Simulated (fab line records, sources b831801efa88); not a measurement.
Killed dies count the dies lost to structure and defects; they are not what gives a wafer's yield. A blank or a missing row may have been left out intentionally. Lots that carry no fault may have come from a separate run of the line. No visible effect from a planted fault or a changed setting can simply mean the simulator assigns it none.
Split-lot trial -- flow sfq-line -- 5 lots, 23 wafers read, on a route of 325 steps

## THE SPLIT ITSELF
At SFQ_TRILAYER_M8_DEP_EVAP_198 (material Pt, target thk 50 nm, time 250 s), the setting time-s was moved away from the recipe's 250 s on 9 of the 23 wafers read, by -13.8% to +9.2%. The other wafers ran this setting at the recipe's value.

Reading taken at the split's own step.

## THE READING
Pt_of_TRILAYER_M8_DEP_EVAP_198.thk-nm (the simulator's own value, which no gauge read), in nm, at SFQ_TRILAYER_M8_DEP_EVAP_198 (material Pt, target thk 50 nm, time 250 s). The file gives no usual value for it. Average 49.76 nm, standard deviation 0.46 nm, over the 14 wafers here run with the recipe.

wafer,"tool, chamber at the split","time-s as run, s",against the recipe,"Pt_of_TRILAYER_M8_DEP_EVAP_198.thk-nm, nm",against lot-mates on the recipe
L074.1,"pvd-sputter-02, -",250,recipe,49.82,-
L074.2,"pvd-sputter-02, -",215.6,-13.8%,43.9,-5.80
L074.3,"pvd-sputter-02, -",215.6,-13.8%,43.53,-6.16
L074.5,"pvd-sputter-02, -",215.6,-13.8%,43.62,-6.08
L074.6,"pvd-sputter-02, -",250,recipe,49.57,-
L078.1,"pvd-sputter-02, -",273,+9.2%,53.8,+3.27
L078.3,"pvd-sputter-02, -",250,recipe,50.55,-
L078.4,"pvd-sputter-02, -",273,+9.2%,54.54,+4.02
L078.5,"pvd-sputter-02, -",250,recipe,50.5,-
L078.6,"pvd-sputter-02, -",273,+9.2%,55.17,+4.65
L079.1,"pvd-sputter-01, -",250,recipe,49.78,-
L079.2,"pvd-sputter-01, -",250,recipe,49.28,-
L079.4,"pvd-sputter-01, -",250,recipe,49.86,-
L082.1,"pvd-sputter-02, -",250,recipe,49.81,-
L082.2,"pvd-sputter-02, -",250,recipe,49.68,-
L082.3,"pvd-sputter-02, -",250,recipe,49.18,-
L082.5,"pvd-sputter-02, -",250,recipe,50.52,-
L082.6,"pvd-sputter-02, -",250,recipe,49.33,-
L083.1,"pvd-sputter-01, -",220,-12.0%,43.49,-5.86
L083.2,"pvd-sputter-01, -",220,-12.0%,42.65,-6.70
L083.4,"pvd-sputter-01, -",250,recipe,49.49,-
L083.5,"pvd-sputter-01, -",250,recipe,49.21,-
L083.6,"pvd-sputter-01, -",220,-12.0%,43.21,-6.14

FIT RESULTS
A straight line over all 23 wafers: Pt_of_TRILAYER_M8_DEP_EVAP_198.thk-nm changes by +0.496 nm for each +1% of time-s; r = +0.99; the points scatter about the line by 0.6 nm.
The same after taking each lot's own level away (the mean of its wafers on the recipe; 23 wafers): +0.461 nm for each +1%; r = +0.99; scatter 0.47 nm.
Per that fit: largest time-s move, reading shift of 6.3 nm.
Measured against the standard deviation above, the lots' own levels, which go from 49.350 to 50.525 nm, span 2.6 times it.
So the lot-to-lot level changes the slope little: the two slopes agree.
Check: with one of the wafers moved furthest among these (-13.8%) left out of the fit, the line predicts -6.55 nm for it against its lot-mates. Against them it came out at -5.8 nm.

## OTHER SPLITS ON THESE WAFERS
Before the reading, these wafers also passed through other splits. Each is held against what the fit with the lots' levels taken away leaves over:
other split on the same wafers,wafers away from the commonest value,r with Pt_of_TRILAYER_M8_DEP_EVAP_198.thk-nm (lot level and that fit taken away)
SFQ_TRILAYER_I5_LITHO_COAT_144 spin-rpm,7,-0.06
SFQ_TRILAYER_C5_LITHO_COAT_151 spin-rpm,5,+0.28
SFQ_TRILAYER_C5_BARC_OPEN_VIA_ETCH_210 source-w,9,-0.16
SFQ_TRILAYER_M6_LITHO_COAT_159 resist-thk-nm,7,+0.18
SFQ_TRILAYER_I6_VIA_LITHO_COAT_174 resist-thk-nm,7,-0.38
SFQ_TRILAYER_I6_VIA_BARC_OPEN_VIA_ETCH_235 bias-w,7,-0.41
SFQ_TRILAYER_M7_LITHO_COAT_177 spin-rpm,5,+0.08
SFQ_TRILAYER_M8_LITHO_COAT_193 resist-thk-nm,10,+0.17
SFQ_TRILAYER_M8_DEP_EVAP_197 time-s,11,-0.10

## FILE'S OWN FIT
Pt_of_TRILAYER_M8_DEP_EVAP_198.thk-nm changes by +0.464 nm for each +1% of time-s, r = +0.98.
